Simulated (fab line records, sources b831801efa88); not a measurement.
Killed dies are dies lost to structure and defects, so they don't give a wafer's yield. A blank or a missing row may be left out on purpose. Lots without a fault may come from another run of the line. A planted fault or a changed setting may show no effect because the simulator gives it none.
Chamber matching | flow sfq_line | SFQ_TRILAYER_A5B_DEP_PECVD_129 on pecvd-02: 3 sister chambers
The step deposits SiO2 from SiH4/N2O, time 133.33 s, target thk 600 nm. 16 wafers are shown with their chamber, then 8 later ones without.

WAFERS WITH THEIR CHAMBER
wafer  | chamber | throttle_valve_pct (%) | chamber_pressure_Torr (Torr) | heater_power_w (W)
L468.1 | 1       | 25.4                   | 2.397                        | 87
L468.4 | 0       | 24.2                   | 2.393                        | 87
L468.6 | 2       | 24.9                   | 2.412                        | 84
L470.1 | 2       | 24.9                   | 2.408                        | 81
L470.3 | 0       | 24.1                   | 2.404                        | 73
L470.4 | 0       | 23.8                   | 2.392                        | 83
L479.4 | 2       | 25.6                   | 2.398                        | 78
L479.5 | 0       | 24.7                   | 2.408                        | 85
L479.6 | 1       | 26.0                   | 2.394                        | 89
L483.1 | 1       | 26.2                   | 2.401                        | 78
L483.4 | 2       | 26.4                   | 2.404                        | 78
L483.6 | 0       | 25.0                   | 2.391                        | 91
L485.2 | 2       | 26.3                   | 2.403                        | 80
L485.4 | 0       | 24.9                   | 2.394                        | 82
L485.6 | 1       | 26.4                   | 2.401                        | 88
L487.2 | 1       | 26.1                   | 2.401                        | 88

SIGNATURES (means of the wafers above)
reading               | chamber 0 | chamber 1 | chamber 2 | scatter within a chamber
throttle_valve_pct    | 24.450    | 26.020    | 25.620    | 0.544
chamber_pressure_Torr | 2.39700   | 2.39880   | 2.40500   | 0.00561
heater_power_w        | 83.50     | 86.00     | 80.20     | 4.73
Rule: a wafer's distance from a chamber is the root of the sum, over the readings, of the square of ((its reading less the chamber's mean) divided by the reading's scatter). The wafer belongs to the nearest chamber; if the next one is less than 2 further off, it can't be placed. The scatter: the root of (the sum of the squares of (reading less its chamber's mean) over the shown wafers, divided by (wafers less chambers)).

WAFERS WITHOUT THEIR CHAMBER
wafer  | throttle_valve_pct (%) | chamber_pressure_Torr (Torr) | heater_power_w (W)
L487.3 | 26.2                   | 2.405                        | 83
L487.5 | 25.1                   | 2.396                        | 82
L489.2 | 25.0                   | 2.401                        | 79
L489.3 | 26.4                   | 2.403                        | 88
L489.6 | 25.3                   | 2.398                        | 84
L490.1 | 25.1                   | 2.403                        | 80
L490.3 | 26.4                   | 2.409                        | 76
L490.5 | 26.1                   | 2.402                        | 81

WHICH CHAMBER EACH WENT THROUGH
wafer  | from the rows above          | in truth
L487.3 | can't be placed: 2 or 1      | 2
L487.5 | can't be placed: 0 or 2 or 1 | 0
L489.2 | can't be placed: 2 or 0 or 1 | 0
L489.3 | can't be placed: 1 or 2      | 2
L489.6 | can't be placed: 1 or 0 or 2 | 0
L490.1 | can't be placed: 2 or 0 or 1 | 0
L490.3 | can't be placed: 2 or 1      | 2
L490.5 | can't be placed: 2 or 1      | 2
Placed correctly: 0 of 8. Can't be placed from these rows: 8 (the true chamber is among the candidates in 8). Placed wrongly: 0.
